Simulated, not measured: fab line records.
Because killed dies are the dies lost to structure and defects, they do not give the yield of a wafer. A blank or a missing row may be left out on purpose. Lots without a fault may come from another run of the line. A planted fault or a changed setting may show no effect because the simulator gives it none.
A struck lot beside a sound one / flow sky130 / 14 out of 708 route steps
Sound: wafers L446.1, L446.3, L446.6. Wafers L453.1, L453.2, L453.4 were the ones struck. The cause is given at the end.
For every step that has rows: the tool of each side, followed by ch and its chambers, followed by its first start. Under that, the readings that differ: sound wafers / struck wafers / difference of the means / sigmas: that difference in standard deviations of wafers without a fault.
alike: words and numbers the same on both sides, and readings whose means are apart by under 2 such deviations; not compared: readings that were withheld, readings missing a value for some wafer, numbers with overlapping values and no deviation given by the record, and bounds like >300 which may hide the same value.
A row with sigmas, a row that says differs or no value, or rows on one side alone: a step with any of these is where the two part. Numbers that have no deviation but don't overlap get no sigmas and don't part them. A reading missing from all wafers of one side parts the sides only when that side holds two or more wafers.

first, 3 steps without rows for these wafers: SKY_VT_ADJUST_HVTP_EXPOSE_04 (exposes mask HVTPM, target cd 380 nm); SKY_VT_ADJUST_HVTP_PEB_05; SKY_VT_ADJUST_HVTP_DEVELOP_06 (develop time 60 s).
SKY_VT_ADJUST_HVTP_CD_MEAS_07: target cd 380 nm.
  sound on cd-sem-02 at day 8 04:40; struck on cd-sem-01 at day 10 01:30
  alike: cd-nm
SKY_VT_ADJUST_HVTP_OVL_MEAS_08:
  sound on overlay-02 at day 8 04:47; struck on overlay-02 at day 10 01:37
  alike: VT_ADJUST_HVTP_OVL
next, for these wafers, 1 step has no rows: SKY_VT_ADJUST_HVTP_IMPLANT_09.
SKY_VT_ADJUST_HVTP_STRIP_10: strips in O2/N2.
  sound on plasma-asher-02 ch 0,1, day 8 04:59; struck on plasma-asher-01 ch 0,1, day 10 01:49
  alike: drypump-motor-current-A, oes-product-au, strip-time-to-endpoint-s
  not compared: rf-hours-counter-h
SKY_VT_ADJUST_HVTP_TW_MEAS_11:
  sound on film-metro-02 at day 8 05:05; struck on film-metro-04 at day 10 01:55
  alike: VT_ADJUST_HVTP_TW
then, 4 steps without rows for these wafers: SKY_VT_ADJUST_LVTN_DEHYDRATE_00 (time 60 s); SKY_VT_ADJUST_LVTN_HMDS_01 (prime time 60 s); SKY_VT_ADJUST_LVTN_COAT_02 (resist thk 3000 nm); SKY_VT_ADJUST_LVTN_SOFTBAKE_03.
SKY_VT_ADJUST_LVTN_EXPOSE_04: exposes mask NWM COMPLEMENT LESS NATIVE, target cd 840 nm.
  sound on iline-stepper-01 ch 0, day 8 15:57; struck on iline-stepper-01, day 10 13:22
  no value came back on the struck wafers for exposure-dose-mJ-cm2, focus-offset-nm (nm), sigma-outer; on the sound wafers exposure-dose-mJ-cm2 reads 193.84 194.07 194.06
  alike: mask
next, for these wafers, 1 step has no rows: SKY_VT_ADJUST_LVTN_PEB_05.

== WHERE THEY PART ==
Only at SKY_VT_ADJUST_LVTN_EXPOSE_04, within this record.

WHY: whatever the simulator had introduced
At SKY_VT_ADJUST_LVTN_EXPOSE_04, the step was skipped entirely on iline-stepper-01 from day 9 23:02 on. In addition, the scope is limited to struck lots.
